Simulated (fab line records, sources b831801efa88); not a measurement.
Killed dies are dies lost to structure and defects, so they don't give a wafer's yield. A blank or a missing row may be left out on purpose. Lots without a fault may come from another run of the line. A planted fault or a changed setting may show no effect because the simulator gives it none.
fab line records | flow sky130
record lots=5 wafers=15 last_day=49
route steps=708 shown SD_N@358 SD_P@359 RES_XHIGH@360 SALICIDE@361 LI_CONTACT@362 LOCAL_INTERCONNECT@387
lots that met no fault: from a run of the same line without faults
start_h: hours from the record's first day to the start of the lot's first wafer shown | wait_h: hours since the lot's step before | " the same as in the row above | L1.1+2: a row that stands for several wafers | - no value, or no start given | * or withheld: withheld | < > ~ a bound
route shown NAME@n: a module of which the file shows steps, and the number in the route of the first | usual: mean/standard deviation of fault-free wafers | same: alike in all rows | chamber/n: place in a boat | sites: the reading at each site | _std_site: their standard deviation | _edge_site: outer sites' mean less inner sites' | radius_mm: how far each site lies from the wafer's centre | mask NAME#n: copy n | behind: the tool/chamber that last shaped the wafer | hold: why the lot was held/for how many hours/how that ended | device: the transistor (n, p or np) that didn't switch | end of line: the same wafers' tests at the end of the route | a step without rows: its recipe alone | killed: dies lost to structure and defects at the first sort, not the wafer's yield | map: a wafer's dies, x killed, . not, _ none there
set.NAME: the setting as run; set.NAME@STEP: as run at that earlier step | model.NAME: the simulator's own value behind a step, which no gauge read
lots at some steps of the route; a table a step, a row a wafer
services: from which hour (start_h, from the record's first day; less than 0 if before it) a tool's chamber was out of use, for how many hours, and why
## steps
# step SKY_SD_N_RS_MEAS_16
# recipe thk_meas_gauge=four-point-probe
# usual SD_N_RS=68.54/0.098
# columns lot.wafer tool chamber start_h wait_h SD_N_RS[ohm/sq]
L079.1 film_metro-04 - 691.15 0.1 68.49
L079.2 " - " " 68.55
L079.3 " - " " 68.59
L080.1 film_metro-04 - 704.20 0.1 68.56
L080.3 " - " " 68.49
L080.4 " - " " 68.55
L083.1 film_metro-03 - 724.55 0.1 68.58
L083.2 " - " " 68.50
L083.4 " - " " 68.43
L087.1 film_metro-01 - 756.26 0.1 68.51
L087.4 " - " " 68.74
L087.5 " - " " 68.44
L092.2 film_metro-03 - 791.74 0.1 68.44
L092.3 " - " " 68.59
L092.5 " - " " 68.63
# step SKY_SD_N_RS_MEAS_17
# recipe thk_meas_gauge=four-point-probe
# usual SD_P_RS=147.0/0.34
# columns lot.wafer tool chamber start_h wait_h SD_P_RS[ohm/sq]
L079.1 film_metro-04 - 691.27 0.1 147.1
L079.2 " - " " 146.5
L079.3 " - " " 146.7
L080.1 film_metro-04 - 704.32 0.1 146.6
L080.3 " - " " 147.1
L080.4 " - " " 146.9
L083.1 film_metro-03 - 724.67 0.1 146.9
L083.2 " - " " 146.1
L083.4 " - " " 147.1
L087.1 film_metro-01 - 756.38 0.1 147.1
L087.4 " - " " 147.5
L087.5 " - " " 146.8
L092.2 film_metro-03 - 791.86 0.1 147.4
L092.3 " - " " 147.6
L092.5 " - " " 147.1
# step SKY_SD_N_RS_MEAS_18
# recipe thk_meas_gauge=four-point-probe
# usual RES_XHIGH_RS=333.4/1.1
# columns lot.wafer tool chamber start_h wait_h RES_XHIGH_RS[ohm/sq]
L079.1 film_metro-04 - 691.39 0.1 332.9
L079.2 " - " " 333.6
L079.3 " - " " 331.9
L080.1 film_metro-04 - 704.44 0.1 333.7
L080.3 " - " " 335.2
L080.4 " - " " 333.2
L083.1 film_metro-03 - 724.79 0.1 334.0
L083.2 " - " " 333.8
L083.4 " - " " 332.6
L087.1 film_metro-01 - 756.50 0.1 332.4
L087.4 " - " " 332.2
L087.5 " - " " 333.1
L092.2 film_metro-03 - 791.98 0.1 334.3
L092.3 " - " " 333.8
L092.5 " - " " 334.5
# step SKY_SALICIDE_CLEAN_00
# recipe chemistry=HF-last time_s=30 dilution=100:1 dry=ipa_marangoni
# columns lot.wafer tool chamber start_h wait_h
L079.1+2+3 wet_bench-02 1 691.51 0.1
L080.1+3+4 wet_bench-02 3 704.56 0.1
L083.1+2+4 wet_bench-03 0 724.91 0.1
L087.1+4+5 wet_bench-02 1 756.62 0.1
L092.2+3+5 wet_bench-02 2 792.08 0.1
# step SKY_LI_CONTACT_HDPCVD_00
# recipe material=PSG target_thk_nm=930 sigma_open_frac=0.3 time_s=155 temp_c=600 sih4_flow_sccm=60 pressure_mtorr=6
# usual pressure_mtorr=6.000/0.011 susceptor_temp_C=599.98/0.26
# columns lot.wafer tool chamber start_h wait_h pressure_mtorr susceptor_temp_C
L079.1 hdpcvd-01 0 691.55 0.0 6.006 600.16
L079.2 " 1 " " 5.995 600.02
L079.3 " 2 " " 5.997 599.67
L080.1 hdpcvd-02 0 704.58 0.0 6.022 599.67
L080.3 " 2 " " 5.995 599.41
L080.4 " 1 " " 5.994 599.82
L083.1 hdpcvd-01 1 724.93 0.0 5.989 600.35
L083.2 " 2 " " 5.972 600.00
L083.4 " 1 " " 6.011 599.83
L087.1 hdpcvd-01 1 756.63 0.0 5.976 599.89
L087.4 " 2 " " 5.996 600.03
L087.5 " 0 " " 5.990 599.84
L092.2 hdpcvd-01 1 792.10 0.0 6.012 600.46
L092.3 " 2 " " 6.003 599.84
L092.5 " 2 " " 6.010 599.88
# step SKY_LI_CONTACT_THK_MEAS_01
# recipe reads=PSG_of_LI_CONTACT_HDPCVD_00
# usual LI_CONTACT_HDPCVD_THK=933/10
# columns lot.wafer tool chamber start_h wait_h LI_CONTACT_HDPCVD_THK[nm]
L079.1 film_metro-04 - 691.65 0.1 922
L079.2 " - " " 921
L079.3 " - " " 921
L080.1 film_metro-01 - 704.68 0.1 947
L080.3 " - " " 936
L080.4 " - " " 942
L083.1 film_metro-01 - 725.03 0.1 934
L083.2 " - " " 935
L083.4 " - " " 928
L087.1 film_metro-01 - 756.74 0.1 938
L087.4 " - " " 930
L087.5 " - " " 939
L092.2 film_metro-01 - 792.21 0.1 907
L092.3 " - " " 914
L092.5 " - " " 905
# step SKY_LI_CONTACT_CMP_02
# recipe material=PSG down_force_psi=4 platen_rpm=60 pad_velocity_m_s=0.94248
# usual motor_current_A=11.6/1.2 slurry_flow_ml_min=150.1/0.45 time_to_endpoint_s=32.4/2.6
# columns lot.wafer tool chamber start_h wait_h motor_current_A slurry_flow_ml_min time_to_endpoint_s
L079.3 cmp-02 1 691.71 0.0 11.5 150.2 31.6
L079.1 " 2 " " 11.9 150.3 30.3
L079.2 " 0 " " 12.2 149.4 32.6
L080.3 cmp-01 1 704.79 0.1 10.2 149.9 35.3
L080.4 " 2 " " 12.8 149.5 33.3
L080.1 " 3 " " 12.8 150.0 35.5
L083.4 cmp-02 3 725.09 0.0 12.9 150.3 32.3
L083.1 " 0 " " 12.3 149.9 34.0
L083.2 " 2 " " 12.0 150.3 33.5
L087.4 cmp-02 2 756.80 0.0 12.1 150.4 29.2
L087.1 " 1 " " 12.2 150.5 31.1
L087.5 " 3 " " 12.2 150.3 30.8
L092.2 cmp-02 3 792.31 0.1 12.5 150.6 28.7
L092.3 " 0 " " 11.8 149.5 31.1
L092.5 " 2 " " 12.6 149.8 28.2
# step SKY_LI_CONTACT_BOW_MEAS_03
# recipe mode=bow
# usual LI_CONTACT_BOW=55/6.2
# columns lot.wafer tool chamber start_h wait_h LI_CONTACT_BOW[um]
L079.1 film_metro-01 - 692.01 0.2 57
L079.2 " - " " 57
L079.3 " - " " 51
L080.1 film_metro-03 - 705.04 0.1 50
L080.3 " - " " 57
L080.4 " - " " 55
L083.1 film_metro-04 - 725.39 0.2 56
L083.2 " - " " 51
L083.4 " - " " 53
L087.1 film_metro-01 - 757.10 0.1 63
L087.4 " - " " 53
L087.5 " - " " 52
L092.2 film_metro-03 - 792.58 0.2 59
L092.3 " - " " 56
L092.5 " - " " 44
# step SKY_LI_CONTACT_DEHYDRATE_04
# recipe temp_c=200 time_s=60
# usual resist_line_temp_C=23.00/0.12
# columns lot.wafer tool chamber start_h wait_h resist_line_temp_C
L079.1 litho_track-04 0 705.46 13.4 23.11
L079.2 " 0 " " 22.99
L079.3 " 0 " " 23.09
L080.1 litho_track-01 0 718.13 13.1 23.03
L080.3 " 0 " " 23.20
L080.4 " 0 " " 23.07
L083.1 litho_track-04 0 738.06 12.6 23.01
L083.2 " 0 " " 23.01
L083.4 " 0 " " 22.97
L087.1 litho_track-03 0 770.10 13.0 22.92
L087.4 " 0 " " 22.84
L087.5 " 0 " " 22.93
L092.2 litho_track-03 0 804.58 12.0 22.98
L092.3 " 0 " " 23.12
L092.5 " 0 " " 23.17
# step SKY_LI_CONTACT_HMDS_05
# recipe prime_time_s=60 prime_temp_c=120
# usual resist_line_temp_C=22.99/0.11
# columns lot.wafer tool chamber start_h wait_h resist_line_temp_C
L079.1 litho_track-04 0 705.61 0.1 22.87
L079.2 " 0 " " 23.01
L079.3 " 0 " " 22.95
L080.1 litho_track-01 0 718.28 0.1 22.95
L080.3 " 0 " " 22.90
L080.4 " 0 " " 22.94
L083.1 litho_track-04 0 738.21 0.1 23.08
L083.2 " 0 " " 22.95
L083.4 " 0 " " 22.93
L087.1 litho_track-03 0 770.25 0.1 23.12
L087.4 " 0 " " 22.88
L087.5 " 0 " " 23.13
L092.2 litho_track-03 0 804.73 0.1 23.01
L092.3 " 0 " " 23.09
L092.5 " 0 " " 23.00
# step SKY_LI_CONTACT_COAT_06
# recipe resist=BARC temp_c=withheld time_s=withheld spin_rpm=3000 resist_thk_nm=60
# usual resist_line_temp_C=*
# columns lot.wafer tool chamber start_h wait_h resist_line_temp_C
L079.1 litho_track-04 0 705.76 0.1 *
L079.2 " 0 " " *
L079.3 " 0 " " *
L080.1 litho_track-01 0 718.43 0.1 *
L080.3 " 0 " " *
L080.4 " 0 " " *
L083.1 litho_track-04 0 738.36 0.1 *
L083.2 " 0 " " *
L083.4 " 0 " " *
L087.1 litho_track-03 0 770.40 0.1 *
L087.4 " 0 " " *
L087.5 " 0 " " *
L092.2 litho_track-03 0 804.88 0.1 *
L092.3 " 0 " " *
L092.5 " 0 " " *
# step SKY_LI_CONTACT_COAT_07
# recipe resist=KrF-thick spin_rpm=3000 resist_thk_nm=450
# usual resist_line_temp_C=23.01/0.096
# columns lot.wafer tool chamber start_h wait_h resist_line_temp_C
L079.1 litho_track-04 0 - - 22.99
L079.2 " 0 " " 23.09
L079.3 " 0 " " 23.02
L080.1 litho_track-01 0 - - 22.99
L080.3 " 0 " " 22.97
L080.4 " 0 " " 22.86
L083.1 litho_track-04 0 - - 22.91
L083.2 " 0 " " 23.27
L083.4 " 0 " " 23.07
L087.1 litho_track-03 0 - - 22.99
L087.4 " 0 " " 22.91
L087.5 " 0 " " 22.97
L092.2 litho_track-03 0 - - 22.99
L092.3 " 0 " " 23.11
L092.5 " 0 " " 22.89
# step SKY_LI_CONTACT_SOFTBAKE_08
# recipe temp_c=100 time_s=90 resist=KrF-thick
# usual resist_line_temp_C=23.00/0.1
# columns lot.wafer tool chamber start_h wait_h resist_line_temp_C
L079.1 litho_track-04 0 - - 22.94
L079.2 " 0 " " 22.97
L079.3 " 0 " " 22.95
L080.1 litho_track-01 0 - - 23.09
L080.3 " 0 " " 22.99
L080.4 " 0 " " 23.06
L083.1 litho_track-04 0 - - 22.85
L083.2 " 0 " " 23.08
L083.4 " 0 " " 23.20
L087.1 litho_track-03 0 - - 22.96
L087.4 " 0 " " 23.06
L087.5 " 0 " " 23.01
L092.2 litho_track-03 0 - - 23.00
L092.3 " 0 " " 23.15
L092.5 " 0 " " 23.09
# step SKY_LI_CONTACT_EXPOSE_09
# recipe mask_id=LICM1 na=0.8 source_shape=annular sigma_inner=0.55 sigma_outer=0.85 target_cd_nm=170 dose_mj=38
# columns lot.wafer tool chamber start_h wait_h mask
L079.1+2+3 krf_scanner-02 0 - - LICM1#0
L080.1+3+4 krf_scanner-01 0 - - LICM1#0
L083.1+2+4 krf_scanner-01 0 - - LICM1#0
L087.1+4+5 krf_scanner-01 0 - - LICM1#0
L092.2+3+5 krf_scanner-02 0 - - LICM1#0
# step SKY_LI_CONTACT_PEB_10
# recipe peb_temp_c=withheld peb_time_s=withheld resist=KrF-thick
# usual resist_line_temp_C=*
# columns lot.wafer tool chamber start_h wait_h resist_line_temp_C
L079.1 litho_track-03 0 - - *
L079.2 " 0 " " *
L079.3 " 0 " " *
L080.1 litho_track-03 0 - - *
L080.3 " 0 " " *
L080.4 " 0 " " *
L083.1 litho_track-01 0 - - *
L083.2 " 0 " " *
L083.4 " 0 " " *
L087.1 litho_track-03 0 - - *
L087.4 " 0 " " *
L087.5 " 0 " " *
L092.2 litho_track-03 0 - - *
L092.3 " 0 " " *
L092.5 " 0 " " *
# step SKY_LI_CONTACT_DEVELOP_11
# recipe develop_time_s=60 resist=KrF-thick dev_temp_c=21
# usual developer_temp_C=21.02/0.097 resist_line_temp_C=23.01/0.1
# columns lot.wafer tool chamber start_h wait_h developer_temp_C resist_line_temp_C
L079.1 litho_track-03 0 - - 21.04 23.11
L079.2 " 0 " " 21.00 22.98
L079.3 " 0 " " 20.96 23.04
L080.1 litho_track-03 0 - - 21.07 22.88
L080.3 " 0 " " 20.89 22.95
L080.4 " 0 " " 20.86 22.84
L083.1 litho_track-01 0 - - 21.05 23.11
L083.2 " 0 " " 21.24 22.94
L083.4 " 0 " " 20.98 23.12
L087.1 litho_track-03 0 - - 21.07 22.99
L087.4 " 0 " " 21.01 22.96
L087.5 " 0 " " 20.85 22.96
L092.2 litho_track-03 0 - - 21.00 22.81
L092.3 " 0 " " 20.95 22.82
L092.5 " 0 " " 20.92 22.80
# step SKY_LI_CONTACT_CD_MEAS_12
# recipe target_cd_nm=170
# usual cd_nm=170.1/1.5
# columns lot.wafer tool chamber start_h wait_h cd_nm
L079.1 cd_sem-02 - 719.40 - 171.6
L079.2 " - " " 171.0
L079.3 " - " " 171.2
L080.1 cd_sem-02 - 732.50 - 171.0
L080.3 " - " " 170.2
L080.4 " - " " 169.4
L083.1 cd_sem-01 - 751.63 - 171.4
L083.2 " - " " 171.0
L083.4 " - " " 171.7
L087.1 cd_sem-01 - 784.45 - 168.8
L087.4 " - " " 170.8
L087.5 " - " " 170.7
L092.2 cd_sem-01 - 818.07 - 172.5
L092.3 " - " " 173.7
L092.5 " - " " 172.3
# step SKY_LI_CONTACT_OVL_MEAS_13
# usual LI_CONTACT_OVL=3/5
# columns lot.wafer tool chamber start_h wait_h LI_CONTACT_OVL[nm]
L079.1 overlay-02 - 719.52 0.1 6
L079.2 " - " " 7
L079.3 " - " " 6
L080.1 overlay-01 - 732.62 0.1 6
L080.3 " - " " 3
L080.4 " - " " 1
L083.1 overlay-01 - 751.75 0.1 1
L083.2 " - " " -8
L083.4 " - " " -1
L087.1 overlay-01 - 784.61 0.1 -3
L087.4 " - " " -2
L087.5 " - " " 0
L092.2 overlay-02 - 818.18 0.1 13
L092.3 " - " " 13
L092.5 " - " " 5
# step SKY_LI_CONTACT_ETCH_14
# recipe chemistry=N2/H2 target=BARC ion_energy_ev=200 source_w=500 bias_w=100 pressure_mtorr=30 n2_flow_sccm=100 h2_flow_sccm=200 stop_on=SiO2 time_s=45.9 target_depth_a=600
# usual drypump_motor_current_A=5.5/0.46 oes_product_au=0.855/0.0051 throttle_valve_pct=13.227/0.0081
# columns lot.wafer tool chamber start_h wait_h drypump_motor_current_A oes_product_au rf_hours_counter_h throttle_valve_pct
L079.1 rie_diel-01 1 719.56 0.0 6.1 0.860 15 13.227
L079.2 " 2 " " 5.9 0.856 11 13.236
L079.3 " 3 " " 4.8 0.862 14 13.225
L080.1 rie_diel-01 2 732.66 0.0 5.9 0.858 12 13.228
L080.3 " 0 " " 6.0 0.854 3 13.234
L080.4 " 1 " " 6.1 0.864 15 13.222
L083.1 rie_diel-02 3 751.79 0.0 5.0 0.854 0 13.229
L083.2 " 1 " " 5.0 0.862 32 13.218
L083.4 " 0 " " 5.4 0.854 4 13.212
L087.1 rie_diel-02 3 784.64 0.0 5.0 0.852 1 13.225
L087.4 " 2 " " 6.0 0.857 28 13.230
L087.5 " 0 " " 5.4 0.860 - 13.232
L092.2 rie_diel-01 3 818.21 0.0 4.8 0.861 16 13.216
L092.3 " 2 " " 5.9 0.866 13 13.218
L092.5 " 2 " " 5.9 0.859 - 13.232
# step SKY_LI_CONTACT_ETCH_15
# recipe target=PSG chemistry=C4F8/O2/Ar stop_on=Si taper_deg=4.15 mask_material=KrF-thick source_w=1500 bias_w=1200 pressure_mtorr=40 c4f8_flow_sccm=withheld O2_flow_sccm=6 Ar_flow_sccm=300 time_s=withheld target_depth_a=6000
# usual oes_product_au=0.837/0.0049
# columns lot.wafer tool chamber start_h wait_h oes_product_au
L079.1 rie_diel-01 1 719.60 0.0 0.836
L079.2 " 2 " " 0.836
L079.3 " 3 " " 0.831
L080.1 rie_diel-01 2 732.70 0.0 0.842
L080.3 " 0 " " 0.832
L080.4 " 1 " " 0.837
L083.1 rie_diel-02 3 751.83 0.0 0.835
L083.2 " 1 " " 0.833
L083.4 " 0 " " 0.827
L087.1 rie_diel-02 3 784.68 0.0 0.835
L087.4 " 2 " " 0.840
L087.5 " 0 " " 0.836
L092.2 rie_diel-01 3 818.25 0.0 0.839
L092.3 " 2 " " 0.835
L092.5 " 2 " " 0.834
# step SKY_LI_CONTACT_STRIP_16
# recipe chemistry=O2/N2 power_w=1400 pressure_mtorr=1500 platen_temp_c=withheld o2_flow_sccm=3000 n2_flow_sccm=300 overash_fraction=0.5
# usual drypump_motor_current_A=5.35/0.29 oes_product_au=0.376/0.0046 strip_time_to_endpoint_s=3.499/0.03
# same overash_fraction=0.5
# columns lot.wafer tool chamber start_h wait_h drypump_motor_current_A oes_product_au rf_hours_counter_h strip_time_to_endpoint_s
L079.1 plasma_asher-04 1 719.68 - 5.39 0.374 103 3.499
L079.2 " 0 " " 5.11 0.374 103 3.516
L079.3 " 1 " " 5.39 0.370 - 3.533
L080.1 plasma_asher-04 0 732.78 - 5.09 0.372 104 3.470
L080.3 " 1 " " 5.35 0.378 - 3.485
L080.4 " 0 " " 5.09 0.361 - 3.487
L083.1 plasma_asher-01 1 751.91 - 4.85 0.379 93 3.509
L083.2 " 0 " " 5.46 0.381 93 3.475
L083.4 " 1 " " 4.85 0.376 - 3.502
L087.1 plasma_asher-04 0 784.77 - 5.08 0.380 4 3.524
L087.4 " 0 " " 5.11 0.379 - 3.544
L087.5 " 0 " " 5.09 0.381 - 3.527
L092.2 plasma_asher-03 1 818.33 - 5.70 0.389 69 3.576
L092.3 " 0 " " 5.59 0.379 - 3.530
L092.5 " 1 " " 5.70 0.378 - 3.518
# step SKY_LI_CONTACT_CLEAN_17
# recipe chemistry=NMP time_s=600 temp_c=60 dry=n2_spin
# usual bath_guard_temp_C=60.1/0.35
# columns lot.wafer tool chamber start_h wait_h bath_guard_temp_C
L079.1 wet_bench-01 1 719.78 0.1 59.6
L079.2 " 1 " " 59.6
L079.3 " 1 " " 59.7
L080.1 wet_bench-04 2 732.88 0.1 60.1
L080.3 " 2 " " 60.3
L080.4 " 2 " " 60.8
L083.1 wet_bench-03 1 752.01 0.1 60.1
L083.2 " 1 " " 60.1
L083.4 " 1 " " 60.5
L087.1 wet_bench-03 3 784.87 0.1 60.2
L087.4 " 3 " " 60.6
L087.5 " 3 " " 60.4
L092.2 wet_bench-03 1 818.43 0.1 60.0
L092.3 " 1 " " 60.1
L092.5 " 1 " " 60.1
# step SKY_LI_CONTACT_PRE_CLEAN_18
# recipe gas=Ar time_s=5.6 bias_v=358
# usual bias_v=358/3.6
# columns lot.wafer tool chamber start_h wait_h bias_v
L079.1 pvd_sputter-03 - 720.13 0.0 355
L079.2 " - " " 360
L079.3 " - " " 355
L080.1 pvd_sputter-03 - 733.06 0.0 352
L080.3 " - " " 354
L080.4 " - " " 356
L083.1 pvd_sputter-03 - 752.20 0.0 360
L083.2 " - " " 363
L083.4 " - " " 356
L087.1 pvd_sputter-03 - 785.04 0.0 355
L087.4 " - " " 364
L087.5 " - " " 361
L092.2 pvd_sputter-01 - 818.64 0.0 358
L092.3 " - " " 361
L092.5 " - " " 357
# step SKY_LI_CONTACT_SPUTTER_19
# recipe material=Ti target_thk_nm=20 chamber_pressure_pa=5 power_w=2500 substrate_temp_c=200 time_s=106.37
# usual throttle_valve_pct=30.3/1.1
# columns lot.wafer tool chamber start_h wait_h throttle_valve_pct
L079.1 pvd_sputter-03 - 720.15 0.0 30.8
L079.2 " - " " 29.2
L079.3 " - " " 27.7
L080.1 pvd_sputter-03 - 733.08 0.0 29.2
L080.3 " - " " 30.9
L080.4 " - " " 29.5
L083.1 pvd_sputter-03 - 752.22 0.0 30.7
L083.2 " - " " 29.3
L083.4 " - " " 29.0
L087.1 pvd_sputter-03 - 785.06 0.0 28.0
L087.4 " - " " 29.6
L087.5 " - " " 29.4
L092.2 pvd_sputter-01 - 818.66 0.0 31.3
L092.3 " - " " 31.0
L092.5 " - " " 31.6
# step SKY_LI_CONTACT_SPUTTER_20
# recipe material=TiN target_thk_nm=20 chamber_pressure_pa=5 power_w=4000 time_s=80
# usual throttle_valve_pct=30.3/1.1
# columns lot.wafer tool chamber start_h wait_h throttle_valve_pct
L079.1 pvd_sputter-03 - 720.23 0.0 30.6
L079.2 " - " " 29.4
L079.3 " - " " 27.5
L080.1 pvd_sputter-03 - 733.15 0.0 29.1
L080.3 " - " " 30.7
L080.4 " - " " 29.3
L083.1 pvd_sputter-03 - 752.30 0.0 30.8
L083.2 " - " " 29.3
L083.4 " - " " 29.5
L087.1 pvd_sputter-03 - 785.14 0.0 27.8
L087.4 " - " " 29.3
L087.5 " - " " 29.3
L092.2 pvd_sputter-01 - 818.74 0.0 31.0
L092.3 " - " " 31.0
L092.5 " - " " 31.6
# step SKY_LI_CONTACT_CVD_21
# recipe material=W target_thk_nm=400 time_s=120.56 temp_c=400 pressure_torr=40
# usual heater_power_w=891/66 susceptor_temp_C=399.98/0.21
# columns lot.wafer tool chamber start_h wait_h heater_power_w susceptor_temp_C
L079.1 cvd_w-02 1 720.29 0.0 908 400.08
L079.2 " 0 " " 921 399.53
L079.3 " 0 " " 923 400.11
L080.1 cvd_w-01 0 733.21 0.0 770 399.72
L080.3 " 0 " " 779 400.19
L080.4 " 1 " " 934 399.75
L083.1 cvd_w-02 1 752.36 0.0 900 399.93
L083.2 " 0 " " 946 400.01
L083.4 " 0 " " 940 400.02
L087.1 cvd_w-02 1 785.20 0.0 924 399.87
L087.4 " 0 " " 943 400.11
L087.5 " 1 " " 909 400.23
L092.2 cvd_w-01 1 818.80 0.0 951 399.65
L092.3 " 0 " " 787 400.20
L092.5 " 0 " " 796 400.15
# step SKY_LI_CONTACT_RS_MEAS_22
# recipe thk_meas_gauge=four-point-probe reads=W_of_LI_CONTACT_CVD_21+TiN_of_LI_CONTACT_SPUTTER_20+Ti_of_LI_CONTACT_SPUTTER_19
# usual LI_CONTACT_W_RS=0.2861/0.0029
# columns lot.wafer tool chamber start_h wait_h LI_CONTACT_W_RS[ohm/sq]
L079.1 film_metro-01 - 720.42 0.1 0.2873
L079.2 " - " " 0.2886
L079.3 " - " " 0.2850
L080.1 film_metro-04 - 733.34 0.1 0.2813
L080.3 " - " " 0.2858
L080.4 " - " " 0.2815
L083.1 film_metro-03 - 752.49 0.1 0.2865
L083.2 " - " " 0.2870
L083.4 " - " " 0.2832
L087.1 film_metro-01 - 785.33 0.1 0.2879
L087.4 " - " " 0.2887
L087.5 " - " " 0.2881
L092.2 film_metro-04 - 818.94 0.1 0.2847
L092.3 " - " " 0.2854
L092.5 " - " " 0.2856
# step SKY_LI_CONTACT_THK_MEAS_23
# recipe thk_meas_gauge=xrf reads=W_of_LI_CONTACT_CVD_21
# usual LI_CONTACT_W_THK=406/7.5
# columns lot.wafer tool chamber start_h wait_h LI_CONTACT_W_THK[nm]
L079.1 film_metro-01 - 720.54 0.1 402
L079.2 " - " " 401
L079.3 " - " " 409
L080.1 film_metro-04 - 733.46 0.1 416
L080.3 " - " " 409
L080.4 " - " " 413
L083.1 film_metro-03 - 752.61 0.1 407
L083.2 " - " " 406
L083.4 " - " " 412
L087.1 film_metro-01 - 785.45 0.1 390
L087.4 " - " " 390
L087.5 " - " " 392
L092.2 film_metro-04 - 819.05 0.1 413
L092.3 " - " " 411
L092.5 " - " " 409
# step SKY_LI_CONTACT_CMP_24
# recipe stop_on=PSG t_overpolish_s=20 down_force_psi=3.5 platen_rpm=60 target_thk_nm=0 pad_velocity_m_s=0.94248
# usual motor_current_A=10.6/1.1 overpolish_run_s=20.000/0.0093 slurry_flow_ml_min=150.1/0.45 time_to_endpoint_s=94/3.5
# columns lot.wafer tool chamber start_h wait_h motor_current_A overpolish_run_s slurry_flow_ml_min time_to_endpoint_s
L079.3 cmp-01 0 720.60 0.0 8.6 20.005 150.3 92
L079.2 " 1 " " 9.5 20.002 149.9 94
L079.1 " 3 " " 11.7 19.991 149.6 96
L080.1 cmp-02 2 733.57 0.1 11.7 20.003 150.4 87
L080.3 " 3 " " 11.4 19.993 149.9 92
L080.4 " 0 " " 10.3 19.993 150.1 97
L083.2 cmp-01 2 752.72 0.1 11.5 19.996 150.4 92
L083.1 " 3 " " 11.0 20.001 149.9 92
L083.4 " 0 " " 9.3 19.990 149.4 93
L087.1 cmp-01 2 785.51 0.1 11.4 19.990 150.7 95
L087.4 " 1 " " 9.2 19.988 150.2 95
L087.5 " 3 " " 11.6 19.992 150.5 95
L092.2 cmp-01 2 819.10 0.0 11.8 19.991 149.5 103
L092.3 " 0 " " 8.9 20.017 150.3 95
L092.5 " 2 " " 12.1 19.984 150.4 96
# step SKY_LOCAL_INTERCONNECT_SPUTTER_00
# recipe material=TiN target_thk_nm=100 temp_c=300 power_w=6500 time_s=83.3 chamber_pressure_pa=0.4
# usual susceptor_temp_C=300.00/0.19 throttle_valve_pct=30.2/0.94
# columns lot.wafer tool chamber start_h wait_h susceptor_temp_C throttle_valve_pct
L079.1 pvd_sputter-04 - 720.90 0.1 300.29 29.7
L079.2 " - " " 300.10 30.2
L079.3 " - " " 299.91 30.3
L080.1 pvd_sputter-04 - 733.82 0.2 299.99 31.5
L080.3 " - " " 300.07 30.5
L080.4 " - " " 300.02 30.4
L083.1 pvd_sputter-02 - 752.97 0.1 299.72 30.4
L083.2 " - " " 299.86 29.6
L083.4 " - " " 299.85 31.0
L087.1 pvd_sputter-02 - 785.81 0.2 300.13 29.7
L087.4 " - " " 300.04 30.6
L087.5 " - " " 300.03 29.7
L092.2 pvd_sputter-02 - 819.40 0.2 300.24 30.1
L092.3 " - " " 299.89 31.0
L092.5 " - " " 299.86 30.4
# step SKY_LOCAL_INTERCONNECT_RS_MEAS_01
# recipe thk_meas_gauge=four-point-probe reads=TiN_of_LOCAL_INTERCONNECT_SPUTTER_00
# usual LOCAL_INTERCONNECT_TIN_RS=14.19/0.15
# columns lot.wafer tool chamber start_h wait_h LOCAL_INTERCONNECT_TIN_RS[ohm/sq]
L079.1 film_metro-01 - 720.96 0.0 14.34
L079.2 " - " " 14.46
L079.3 " - " " 14.45
L080.1 film_metro-03 - 733.88 0.0 14.31
L080.3 " - " " 14.33
L080.4 " - " " 14.30
L083.1 film_metro-01 - 753.03 0.0 14.07
L083.2 " - " " 14.22
L083.4 " - " " 14.08
L087.1 film_metro-02 - 785.87 0.0 14.47
L087.4 " - " " 14.42
L087.5 " - " " 14.45
L092.2 film_metro-02 - 819.49 0.1 14.19
L092.3 " - " " 14.26
L092.5 " - " " 14.20
# step SKY_LOCAL_INTERCONNECT_THK_MEAS_02
# recipe thk_meas_gauge=xrf reads=TiN_of_LOCAL_INTERCONNECT_SPUTTER_00
# usual LOCAL_INTERCONNECT_TIN_THK=102.0/1.1
# columns lot.wafer tool chamber start_h wait_h LOCAL_INTERCONNECT_TIN_THK[nm]
L079.1 film_metro-01 - 721.08 0.1 101.1
L079.2 " - " " 100.3
L079.3 " - " " 100.4
L080.1 film_metro-03 - 734.00 0.1 101.2
L080.3 " - " " 100.4
L080.4 " - " " 101.1
L083.1 film_metro-01 - 753.15 0.1 102.7
L083.2 " - " " 101.6
L083.4 " - " " 102.2
L087.1 film_metro-02 - 785.99 0.1 100.5
L087.4 " - " " 101.1
L087.5 " - " " 101.0
L092.2 film_metro-02 - 819.60 0.1 101.7
L092.3 " - " " 102.0
L092.5 " - " " 101.9
# step SKY_LOCAL_INTERCONNECT_DEHYDRATE_03
# recipe temp_c=200 time_s=60
# usual resist_line_temp_C=23.01/0.11
# columns lot.wafer tool chamber start_h wait_h resist_line_temp_C
L079.1 litho_track-04 0 734.01 12.9 23.17
L079.2 " 0 " " 23.13
L079.3 " 0 " " 22.99
L080.1 litho_track-02 0 746.40 12.4 23.11
L080.3 " 0 " " 23.00
L080.4 " 0 " " 22.96
L083.1 litho_track-02 0 765.70 12.5 22.80
L083.2 " 0 " " 23.06
L083.4 " 0 " " 23.14
L087.1 litho_track-03 0 798.35 12.4 23.05
L087.4 " 0 " " 22.89
L087.5 " 0 " " 22.86
L092.2 litho_track-04 0 831.89 12.3 22.80
L092.3 " 0 " " 23.08
L092.5 " 0 " " 23.05
## services
# columns tool chamber start_h hours kind
cvd_w-02 - 679.23 3.0 repair
rie_diel-02 1 682.16 4.2 repair
rie_diel-01 0 694.52 5.6 repair
rie_diel-01 3 701.86 15.4 repair
rie_diel-02 0 705.45 3.9 repair
pvd_sputter-03 - 707.49 2.1 repair
cvd_w-02 1 721.91 13.4 repair
rie_diel-02 2 722.81 6.1 repair
rie_diel-02 - 727.16 0.4 repair
plasma_asher-04 - 733.75 9.0 pm
rie_diel-02 - 739.14 3.0 repair
cvd_w-02 - 742.73 0.2 repair
cmp-02 - 744.00 4.0 pm
rie_diel-01 0 766.27 5.0 repair
cmp-02 - 777.18 0.8 repair
krf_scanner-01 - 779.61 2.6 repair
rie_diel-02 - 781.42 1.3 repair
hdpcvd-01 - 794.80 2.5 repair
krf_scanner-01 - 805.75 7.2 pm
krf_scanner-01 - 812.95 1.3 pm
cmp-02 - 815.35 4.6 pm
krf_scanner-01 - 816.33 0.8 pm
krf_scanner-01 - 821.23 0.8 pm
krf_scanner-01 - 826.27 1.0 pm
## key
fault none
